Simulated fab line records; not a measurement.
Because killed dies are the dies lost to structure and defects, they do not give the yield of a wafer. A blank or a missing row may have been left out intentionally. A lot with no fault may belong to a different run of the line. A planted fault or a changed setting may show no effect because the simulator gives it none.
The same fault as seen by 2 desks	flow sky130	numbers are kept per desk, each desk with only its own; the story behind them comes last

== FOR THE TOOL OWNER'S DESK: implanter-02 ==
The tool's own readings at SKY_POLY_GATE_IMPLANT_02, given as means over the sampled wafers that have a number, one for each lot that went through this tool. Marked OUT: a lot whose mean sits more than 4 standard deviations from the usual mean, which makes it out of limits; the brackets give that distance.
Columns: A = beam-on-s at SKY_POLY_GATE_IMPLANT_02, usual 35.6 s; B = end-station-pressure-torr at SKY_POLY_GATE_IMPLANT_02, usual 1.08e-05 Torr; C = faraday-current-uA at SKY_POLY_GATE_IMPLANT_02, usual 11981
lot	first seen here	A	B	C
L439	day 18 09:20	32.3	1.22e-05	13107
L440	day 18 22:55	32.8	1.16e-05	12924
L452	day 23 01:04	32.9	1.13e-05	12914
Finding of this desk: none of the 3 lots has anything out of limits.

== THE METROLOGY DESK ==
Means of the sampled wafers that have a number, per lot and without regard to the tool the lot ran on: this is what the gauges read. Marked OUT: a lot whose mean sits more than 4 standard deviations from the usual mean, which makes it out of limits; the brackets give that distance. Shown here are 7 of its 8 readings, the ones lying furthest out on some lot.
Columns: A = GATE_OXIDE_TW at SKY_GATE_OXIDE_TW_MEAS_14, usual 224.4; B = POLY_GATE_TW at SKY_RES_PROTECT_TW_MEAS_08, usual 4023; C = POLY_GATE_CVD_03_THK at SKY_POLY_GATE_THK_MEAS_04, usual 75.0 nm; D = cd-nm at SKY_POLY_GATE_CD_MEAS_13, usual 150.0 nm; E = POLY_GATE_OVL at SKY_POLY_GATE_OVL_MEAS_14, usual 0 nm; F = POLY_GATE_OXIDATION_THK at SKY_POLY_GATE_THK_MEAS_21, usual 3.98 nm; G = cd-nm at SKY_POLY_GATE_CD_MEAS_22, usual 149 nm
lot	first seen here	A	B	C	D	E	F	G
L431	day 14 17:50	222.2	4090	75.8	149.8	-4	4.12	148
L439	day 16 23:45	223.9	4031	74.4	150.3	5	3.95	148
L440	day 17 13:19	225.3	4026	75.8	152.2	5	3.86	154
L441	day 17 13:46	223.3	4022	74.4	150.3	-3	3.80	154
L450	day 20 20:22	226.3	3980	75.1	148.9	-7	4.01	147
L452	day 21 07:07	227.0	4065	74.3	149.9	1	4.00	148
Finding of this desk: none of the 6 lots has anything out of limits.

== PUT TOGETHER ==
The desk of the tool owner found nothing out of limits.
Nothing out of limits was seen by the metrology desk.

== WHAT HAD BEEN PUT IN BY THE SIMULATOR ==
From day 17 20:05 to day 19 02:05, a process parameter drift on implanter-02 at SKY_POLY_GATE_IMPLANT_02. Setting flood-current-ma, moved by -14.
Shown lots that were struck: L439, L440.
